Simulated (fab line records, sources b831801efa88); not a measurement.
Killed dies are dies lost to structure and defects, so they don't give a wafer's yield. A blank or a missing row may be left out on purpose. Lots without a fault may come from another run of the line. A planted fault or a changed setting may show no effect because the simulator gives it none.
Chamber matching | flow sky130 | SKY_LI_CONTACT_CMP_02 on cmp-01: 4 sister chambers
The step polishes PSG. 4 wafers are shown with their chamber, then 8 later ones without.

WAFERS WITH THEIR CHAMBER
wafer  | chamber | motor_current_A (A)
L620.3 | 0       | 12.8
L621.2 | 1       | 12.6
L621.4 | 3       | 13.1
L622.2 | 2       | 11.6

WAFERS WITHOUT THEIR CHAMBER
wafer  | motor_current_A (A)
L622.5 | 11.3
L622.6 | 12.9
L624.2 | 12.6
L624.4 | 12.7
L624.5 | 11.6
L623.1 | 13.0
L623.2 | 11.5
L623.4 | 12.8

WHICH CHAMBER EACH WENT THROUGH
wafer  | from the rows above          | in truth
L622.5 | 2                            | 2
L622.6 | can't be placed: 0 or 3 or 1 | 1
L624.2 | can't be placed: 1 or 0      | 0
L624.4 | can't be placed: 1 or 0      | 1
L624.5 | 2                            | 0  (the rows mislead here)
L623.1 | can't be placed: 3 or 0      | 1
L623.2 | 2                            | 2
L623.4 | can't be placed: 0 or 1      | 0
Placed correctly: 2 of 8. Can't be placed from these rows: 5 (the true chamber is among the candidates in 4). Placed wrongly: 1.
How it was worked out, from the rows above alone: a wafer's distance from a chamber is the root of the sum, over the readings, of the square of ((its reading less the chamber's mean) divided by the reading's scatter). The wafer belongs to the nearest chamber; if the next one is less than 2 further off, it can't be placed. A chamber's mean is the mean of its shown wafers. The scatter: with one shown wafer a chamber, the root of the mean of the squares of how far each hidden wafer lies from its nearest shown one.
